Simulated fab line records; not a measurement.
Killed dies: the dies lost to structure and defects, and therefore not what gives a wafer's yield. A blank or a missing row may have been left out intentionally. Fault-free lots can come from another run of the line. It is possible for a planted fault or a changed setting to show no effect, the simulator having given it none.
Comparing a struck lot with a sound one    flow sky130    37 out of 708 route steps
Sound: wafers L905.1, L905.4, L905.5. The struck wafers were L894.3, L894.4, L894.5. The cause is named last.
At each step with rows: each side's tool, then ch and its chambers, then its first start. Under that, the readings that differ: sound wafers    struck wafers    difference of the means    sigmas: that difference in standard deviations of wafers without a fault.
alike: a reading whose means differ by less than 2 such deviations, as well as words and numbers matching on both sides. not compared: withheld readings; readings where some wafer has no value; bounds like >300 that might hide an equal value; numbers whose values overlap and for which the record gives no deviation.
Wherever a step has rows on one side only, a row that says differs or no value, or a row with sigmas, the two part there. When numbers do not overlap yet have no deviation, they are printed without sigmas and do not part them. A reading missing from all wafers of one side parts the sides only when that side holds two or more wafers.

first, 10 steps without rows for these wafers: SKY_LDD_LDN_SOFTBAKE_03 (time 60 s); SKY_LDD_LDN_EXPOSE_04 (exposes mask LDNTM, target cd 700 nm); SKY_LDD_LDN_PEB_05; SKY_LDD_LDN_DEVELOP_06 (develop time 60 s); SKY_LDD_LDN_IMPLANT_08; SKY_LDD_LDN_IMPLANT_09; SKY_LDD_LDN_IMPLANT_10; SKY_LDD_LDN_IMPLANT_11; SKY_LDD_LDN_STRIP_12 (strips in O2/N2); SKY_LDD_LDN_CLEAN_14 (cleans in SC1/SC2, time 150 s).
SKY_SPACER_CVD_00: deposits Si3N4 from DCS/NH3, target thk 43.1 nm, time 740 s.
  sound on lpcvd-02 ch 0, day 29 20:08; struck on lpcvd-02 ch 1, day 25 15:44
reading                                  sound              struck             difference  sigmas
spikeTcTopC (C)                          786.9 787.4 786.3  783.2 782.4 782.4  -4.2        -2
model.Si3N4_of_SPACER_CVD_00.thkNm (nm)  43.54 43.23 43.15  49.5 49.93 49.82   +6.4        
SKY_SPACER_THK_MEAS_01:
  sound on filmMetro-01 at day 29 21:20; struck on filmMetro-01 at day 25 17:34
reading                 sound           struck          difference  sigmas
SPACER_CVD_00_THK (nm)  43.5 43.2 43.1  49.5 49.9 49.9  +6.5        +17
SKY_SPACER_ETCHBACK_02: etches Si3N4 in CH3F/O2, stops on SiO2, time 46.7 s, target depth 45 nm.
  sound on rieDiel-01 ch 1,2, day 29 21:24; struck on rieDiel-03 ch 0,2, day 25 17:36
reading                  sound              struck             difference  sigmas
oesProductAu (a.u.)      0.859 0.858 0.850  0.933 0.935 0.929  +0.077      +13
model.etch.depthNm (nm)  43.54 43.23 43.15  49.5 49.93 49.82   +6.4        
  alike: drypumpMotorCurrentA, throttleValvePct
  not compared: rfHoursCounterH
then, 22 steps without rows for these wafers: SKY_POLY_CUT_DEHYDRATE_00 (time 60 s); SKY_POLY_CUT_HMDS_01 (prime time 60 s); SKY_POLY_CUT_COAT_02 (resist thk 60 nm); SKY_POLY_CUT_COAT_03 (resist thk 450 nm); SKY_POLY_CUT_SOFTBAKE_04 (time 90 s); SKY_POLY_CUT_EXPOSE_05 (exposes mask NPCM, target cd 270 nm); SKY_POLY_CUT_PEB_06; SKY_POLY_CUT_DEVELOP_07 (develop time 60 s); SKY_POLY_CUT_ETCH_10 (etches BARC in N2/H2, stops on SiO2, time 45.9 s, target depth 60 nm); SKY_POLY_CUT_ETCH_11 (etches Si3N4 in CF4/CH2F2/Ar, stops on poly-Si, time 42.5 s, target depth 60 nm); SKY_POLY_CUT_STRIP_12 (strips in O2/N2); SKY_SD_P_DEHYDRATE_00 (time 60 s); SKY_SD_P_HMDS_01 (prime time 60 s); SKY_SD_P_COAT_02 (resist thk 1140 nm); SKY_SD_P_SOFTBAKE_03 (time 60 s); SKY_SD_P_EXPOSE_04 (exposes mask PSDM, target cd 380 nm); SKY_SD_P_PEB_05; SKY_SD_P_DEVELOP_06 (develop time 60 s); SKY_SD_P_IMPLANT_09; SKY_SD_P_STRIP_10 (strips in O2/N2); SKY_RES_XHIGH_DEHYDRATE_00 (time 60 s); SKY_RES_XHIGH_HMDS_01 (prime time 60 s).
-- the record jumps here: 5 days lie between the struck wafers' starts before and after (it left off in module RES_XHIGH and takes up again in module SALICIDE, whose first step shown is number 361 of the route) --
SKY_SALICIDE_CLEAN_00: cleans in HF-last, time 30 s.
  sound on wetBench-03 ch 3, day 34 13:56; struck on wetBench-02 ch 3, day 30 16:14
reading                                  sound              struck             difference  sigmas
model.Si3N4_of_SPACER_CVD_00.thkNm (nm)  42.57 42.26 42.17  48.52 48.96 48.85  +6.44       
-- the record jumps here: 17 days lie between the struck wafers' starts before and after (it left off in module SALICIDE and takes up again in module PAD_OPEN, whose first step shown is number 708 of the route) --
SKY_PAD_OPEN_PROBE_99:
  sound on prober-01 at day 50 20:34; struck on prober-01 at day 48 01:26
reading                              sound              struck             difference  sigmas
model.etest.pfet_01v8.rOnOhmUm       2876 2960 2917     3104 3069 3142     +187        
model.etest.nfetG5v0d10v5.rOnOhmUm   1859 1891 1873     1907 1901 1928     +38         
model.etest.sonosUncharged.rOnOhmUm  817.9 824.5 827.1  859.4 843.1 856.9  +30.0       
model.etest.pfet_01v8.driveUaUm      197.2 188.2 188.1  178.6 183 177.6    -11.4       
model.etest.pfet_01v8_hvt.driveUaUm  144.6 139.4 140    132.9 135.8 130.9  -8.1        
model.etest.sramPfetLatch.driveUaUm  140.6 137.2 136.8  132.2 134.9 134.5  -4.3        
model.etest.pfet_01v8_mvt.driveUaUm  154.2 149.4 150.1  144.7 147.1 144.2  -5.9        
  alike: killed_at_M0_to_M3, killed_at_M4_up, killedAtContacts, killedAtFrontEnd, killedAtOther, killedDies, killedOpen, killedShort
  not compared: model.etest.ring_1v8.delayPs

WHERE THEY PART
Earliest at SKY_SPACER_CVD_00; latest, in this record, at SKY_SPACER_ETCHBACK_02. Later steps at which nothing parts them and some readings are alike: SKY_PAD_OPEN_PROBE_99.

WHY: what the simulator had put in
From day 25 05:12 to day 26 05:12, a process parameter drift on lpcvd-02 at SKY_SPACER_CVD_00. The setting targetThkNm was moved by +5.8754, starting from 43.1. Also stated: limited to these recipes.
